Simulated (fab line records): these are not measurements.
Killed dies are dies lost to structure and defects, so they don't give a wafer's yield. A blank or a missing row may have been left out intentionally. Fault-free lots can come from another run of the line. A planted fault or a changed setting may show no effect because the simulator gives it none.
Which tool was responsible? :: flow sky130 :: 13 lots, 39 wafers sampled, at 3 steps of a route of 708

== WHAT THE GAUGES READ, wafer by wafer ==
SKY_NWELL_RS_MEAS_31: measures by four-point-probe.
lot: L132
measured: day 5 07:40
on: filmMetro-04
PWDE_RS (ohm/sq): 5279 5282 5284

lot: L133
measured: day 5 14:01
on: filmMetro-02
PWDE_RS (ohm/sq): 5265 5263 5257

lot: L136
measured: day 6 08:19
on: filmMetro-04
PWDE_RS (ohm/sq): 5304 5298 5312

lot: L137
measured: day 6 11:11
on: filmMetro-04
PWDE_RS (ohm/sq): 5292 5293 5273

lot: L138
measured: day 6 16:07
on: filmMetro-02
PWDE_RS (ohm/sq): 5258 5289 5263

lot: L140
measured: day 7 06:29
on: filmMetro-02
PWDE_RS (ohm/sq): 5292 5298 5291

lot: L141
measured: day 7 14:03
on: filmMetro-01
PWDE_RS (ohm/sq): 5274 5275 5249

lot: L142
measured: day 7 20:08
on: filmMetro-01
PWDE_RS (ohm/sq): 5261 5260 5269

lot: L143
measured: day 8 01:04
on: filmMetro-04
PWDE_RS (ohm/sq): 5282 5296 5275

lot: L146
measured: day 9 11:58
on: filmMetro-02
PWDE_RS (ohm/sq): 5281 5273 5265

lot: L147
measured: day 9 13:32
on: filmMetro-01
PWDE_RS (ohm/sq): 5290 5281 5274

lot: L150
measured: day 10 05:56
on: filmMetro-01
PWDE_RS (ohm/sq): 5251 5248 5270

lot: L155
measured: day 11 04:02
on: filmMetro-04
PWDE_RS (ohm/sq): 5272 5293 5283

SKY_VT_ADJUST_LVTN_OVL_MEAS_18.
lot: L132
measured: day 7 15:25
on: overlay-01
VT_ADJUST_LVTN_01_OVL (nm): -0.1 -1.1 -1.8

lot: L133
measured: day 7 22:11
on: overlay-01
VT_ADJUST_LVTN_01_OVL (nm): 0.3 1.1 1.6

lot: L136
measured: day 8 21:43
on: overlay-02
VT_ADJUST_LVTN_01_OVL (nm): 0.5 -0.1 2.0

lot: L137
measured: day 9 00:52
on: overlay-02
VT_ADJUST_LVTN_01_OVL (nm): 0.6 2.2 1.7

lot: L138
measured: day 9 04:15
on: overlay-01
VT_ADJUST_LVTN_01_OVL (nm): 0.1 -0.4 0.1

lot: L140
measured: day 9 22:50
on: overlay-02
VT_ADJUST_LVTN_01_OVL (nm): -2.9 -1.9 1.1

lot: L141
measured: day 10 05:53
on: overlay-02
VT_ADJUST_LVTN_01_OVL (nm): 0.5 1.0 0.1

lot: L142
measured: day 10 12:49
on: overlay-02
VT_ADJUST_LVTN_01_OVL (nm): -0.7 2.6 -0.2

lot: L143
measured: day 10 17:32
on: overlay-02
VT_ADJUST_LVTN_01_OVL (nm): -1.5 0.2 -1.2

lot: L146
measured: day 12 09:16
on: overlay-01
VT_ADJUST_LVTN_01_OVL (nm): 2.1 0.4 0.9

lot: L147
measured: day 12 10:50
on: overlay-01
VT_ADJUST_LVTN_01_OVL (nm): -0.6 -2.1 -1.1

lot: L150
measured: day 13 05:34
on: overlay-01
VT_ADJUST_LVTN_01_OVL (nm): 2.4 -0.8 -0.4

lot: L155
measured: day 14 06:25
on: overlay-01
VT_ADJUST_LVTN_01_OVL (nm): -1.9 1.6 1.0

SKY_GATE_OXIDE_THK_MEAS_02.
lot: L132
measured: day 12 17:02
on: filmMetro-02
GATE_OXIDE_OXIDATION_00_THK (nm): 10.01 10.03 9.93

lot: L133
measured: day 13 01:05
on: filmMetro-04
GATE_OXIDE_OXIDATION_00_THK (nm): 10.41 10.33 10.46

lot: L136
measured: day 14 08:47
on: filmMetro-02
GATE_OXIDE_OXIDATION_00_THK (nm): 10.69 10.38 10.58

lot: L137
measured: day 14 13:04
on: filmMetro-02
GATE_OXIDE_OXIDATION_00_THK (nm): 10.27 10.06 10.30

lot: L138
measured: day 14 13:04
on: filmMetro-04
GATE_OXIDE_OXIDATION_00_THK (nm): 10.43 10.38 10.53

lot: L140
measured: day 15 11:02
on: filmMetro-02
GATE_OXIDE_OXIDATION_00_THK (nm): 10.50 10.55 10.44

lot: L141
measured: day 15 20:07
on: filmMetro-01
GATE_OXIDE_OXIDATION_00_THK (nm): 10.39 10.41 10.43

lot: L142
measured: day 16 01:31
on: filmMetro-04
GATE_OXIDE_OXIDATION_00_THK (nm): 10.39 10.30 10.39

lot: L143
measured: day 16 13:34
on: filmMetro-02
GATE_OXIDE_OXIDATION_00_THK (nm): 9.97 10.16 9.94

lot: L146
measured: day 18 07:10
on: filmMetro-02
GATE_OXIDE_OXIDATION_00_THK (nm): 10.29 10.08 10.04

lot: L147
measured: day 18 12:53
on: filmMetro-01
GATE_OXIDE_OXIDATION_00_THK (nm): 9.95 9.99 10.18

lot: L150
measured: day 19 08:30
on: filmMetro-01
GATE_OXIDE_OXIDATION_00_THK (nm): 9.91 9.99 10.26

lot: L155
measured: day 20 16:19
on: filmMetro-02
GATE_OXIDE_OXIDATION_00_THK (nm): 10.29 10.40 10.30

== WHAT TOOL EACH LOT RAN ON (gives the tool, then ch and the chambers of the sampled wafers, and finally the start) ==
Before these readings, the record contains no process step.

== AS READ BY THE TOOLS THEMSELVES (means over the sampled wafers that have a number; for cases with no such wafer, the mark the record gives instead) ==
The record holds no such reading with a usual standard deviation.

== THE ANSWER, worked out from the rows above alone ==
Rule: the lots themselves supply what counts as usual. Put in order of their means at a reading, lots are off if they are a third of the lots or fewer, leave a main group of 4 or more, and stand apart from it by a gap of 3 or more times the standard deviation of the main group's means; of several such gaps the widest counts. A main group whose means are all the same, to the digits that the tables above print for the reading, isn't used. A lot without any number at a reading at which 4 lots or more have one is off too. All remaining lots with rows at the step are treated as sound. First the gauges in route order, then the tools' own readings, where a lot's mean is used as printed above. At the first step where some lot is off, the reading lying furthest off is the one used; lots without a number count as furthest.
None of the lots is off at any reading shown; this tells nothing.

== WHAT HAD BEEN PUT IN BY THE SIMULATOR ==
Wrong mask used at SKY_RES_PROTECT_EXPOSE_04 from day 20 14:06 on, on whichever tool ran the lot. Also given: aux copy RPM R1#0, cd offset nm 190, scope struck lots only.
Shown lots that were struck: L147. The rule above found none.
